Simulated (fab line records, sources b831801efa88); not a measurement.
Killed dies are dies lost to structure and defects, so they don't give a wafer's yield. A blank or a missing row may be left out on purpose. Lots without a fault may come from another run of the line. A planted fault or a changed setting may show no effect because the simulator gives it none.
Problem report in the 8D (eight disciplines) form, filled by code | flow sky130 | the parts of the form that need people (team, actions taken, sign-off) are left out

1. THE PROBLEM
spin_speed_rpm at SKY_VT_ADJUST_PCH_COAT_02 reads a mean of 2140.5 rpm on 6 wafers of 2 lots; wafers without a fault read 2000.0 rpm with a standard deviation of 1.2. That is +99 or more standard deviations from the usual mean.
The step: resist thk 3000 nm.
First seen on wafer L961.1, day 14 02:25, on litho_track-02. The record holds 39 wafers of 13 lots with a number at this step. Rule for "out", or "out of limits": more than 4 standard deviations from the usual mean. The other wafers with a number count as sound.

2. WHAT IT IS AND WHAT IT IS NOT
question                    | is                     | is not
which readings at this step | spin_speed_rpm         | -
which lots                  | L961, L962             | L947, L948, L949, L950, L952, L953, L954, L955, L956, L968, L970
which wafers of those lots  | all that have a number | -
read on which tools         | litho_track-02         | litho_track-01, litho_track-03
when                        | from day 14 02:25      | up to then (27 sound wafers); but 6 sound wafers of L968, L970 came after

3. SUSPECTS, AND WHAT RULES EACH OUT
Counting: a tool at a process step up to the reading stays a suspect if it ran every lot that is out and no sound lot after the first of them.
- litho_track-02 at SKY_VT_ADJUST_PCH_COAT_02 (resist thk 3000 nm): kept. It ran every lot that is out, first L961 (day 14 02:25), and no sound lot after that; its last sound lot up to then is L953 (day 11 18:57). Its own readings are out on those wafers: spin_speed_rpm.
Left after counting: litho_track-02 at SKY_VT_ADJUST_PCH_COAT_02.

4. THE CAUSE (what the simulator had put in)
Process parameter drift: litho_track-02, from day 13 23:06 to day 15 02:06, at SKY_VT_ADJUST_PCH_COAT_02. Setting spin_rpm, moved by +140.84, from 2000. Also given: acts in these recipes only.
Counting left only this tool.

5. THE CHAIN OF EFFECTS, in route order
Each row: a reading whose mean over the struck wafers that have a number lies more than 3 standard deviations from the usual. Only readings for which the record gives a usual standard deviation are gone through. hours: the time from each lot's start at the first step in this table that gives one to its start at this step, as a median over the lots. sigmas: the change in usual standard deviations.
hours | step                       | reading                  | usual      | on struck wafers | change | sigmas
0     | SKY_VT_ADJUST_PCH_COAT_02  | spin_speed_rpm           | 2000.0 rpm | 2140.5           | +140.5 | +99 or more
14    | SKY_VT_ADJUST_PCH_STRIP_09 | strip_time_to_endpoint_s | 36.98 s    | 35.70            | -1.28  | -12
The process steps in it:
- SKY_VT_ADJUST_PCH_COAT_02: resist thk 3000 nm.
- SKY_VT_ADJUST_PCH_STRIP_09: strips in O2/N2.
Later measuring or inspecting steps at which every struck wafer that the step has a row for has a number for every such reading, and none has moved that far: SKY_SONOS_ONO_CD_MEAS_13, SKY_POLY_CUT_CD_MEAS_08.

6. WHAT WOULD HAVE CAUGHT IT SOONER
In this record the first reading out of limits was taken at day 14 02:25, 3 hours after the fault began at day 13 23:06.
